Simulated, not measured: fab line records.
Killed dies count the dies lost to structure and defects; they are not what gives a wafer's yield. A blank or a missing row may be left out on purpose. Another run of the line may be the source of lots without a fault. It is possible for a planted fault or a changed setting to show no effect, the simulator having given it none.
2 desks looking at one fault / flow gf180mcu / every desk sees just its own numbers, and what lay behind them comes last

== THE TOOL OWNER'S DESK: cvd-w-02 ==
The tool's own readings at GF_V2_CVD_23 (deposits W, target thk 350 nm, time 104.94 s): means of the sampled wafers that have a number, for each lot that ran on this tool. Marked OUT: a lot whose mean sits more than 4 standard deviations from the usual mean, which makes it out of limits; the brackets give that distance.
Columns: A = heater-power-w at GF_V2_CVD_23, usual 866 W; B = susceptor-temp-C at GF_V2_CVD_23, usual 400.01 C
lot=L626; first seen here=day 24 16:46; A=852; B=399.95
lot=L628; first seen here=day 25 14:58; A=863; B=399.84
lot=L629; first seen here=day 26 00:32; A=847; B=396.24 (-18) OUT
lot=L630; first seen here=day 26 01:27; A=891; B=396.09 (-19) OUT
lot=L632; first seen here=day 26 16:56; A=875; B=396.40 (-17) OUT
This desk's verdict: out of limits on L629, L630, L632, starting with L629 at day 26 00:32 (susceptor-temp-C at GF_V2_CVD_23). Within limits: L626, L628.

== METROLOGY DESK ==
Lot by lot, what the gauges showed, no matter which tool ran the lot: averages of those sampled wafers that carry a number. Marked OUT: a lot whose mean sits more than 4 standard deviations from the usual mean, which makes it out of limits; the brackets give that distance.
Columns: A = V2_W_RS at GF_V2_RS_MEAS_24, usual 0.328 ohm/sq; B = V2_W_THK at GF_V2_THK_MEAS_25, usual 347 nm
lot=L614; first seen here=day 20 05:53; A=0.328; B=345
lot=L616; first seen here=day 21 08:49; A=0.333; B=339
lot=L623; first seen here=day 23 15:52; A=0.328; B=349
lot=L626; first seen here=day 24 16:52; A=0.320; B=352
lot=L628; first seen here=day 25 15:05; A=0.327; B=347
lot=L629; first seen here=day 26 00:40; A=0.348 (+5.3) OUT; B=328
lot=L630; first seen here=day 26 01:34; A=0.357 (+7.8) OUT; B=319 (-5.9) OUT
lot=L631; first seen here=day 26 08:43; A=0.330; B=345
lot=L632; first seen here=day 26 17:04; A=0.351 (+6.2) OUT; B=327 (-4.3) OUT
lot=L633; first seen here=day 27 02:40; A=0.331; B=347
lot=L637; first seen here=day 28 02:06; A=0.327; B=348
This desk's result: L629, L630, L632 out of limits, first on L629 (V2_W_RS at GF_V2_RS_MEAS_24), day 26 00:40. Within limits: L614, L616, L623, L626, L628, L631, L633, L637.

== PUT TOGETHER ==
An alarm could have come from the tool owner's desk at day 26 00:32, on L629, L630, L632.
At day 26 00:40 the metrology desk could have sounded an alarm, on L629, L630, L632.
On cvd-w-02, each named lot ran GF_V2_CVD_23.

== WHAT WAS PUT IN BY THE SIMULATOR ==
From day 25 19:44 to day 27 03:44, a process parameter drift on cvd-w-02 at GF_V2_CVD_23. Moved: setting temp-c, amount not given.
Struck lots among those shown: L629, L630, L632.
Fault start to first reading out of limits, in hours, per desk: tool owner, 5; metrology, 5.
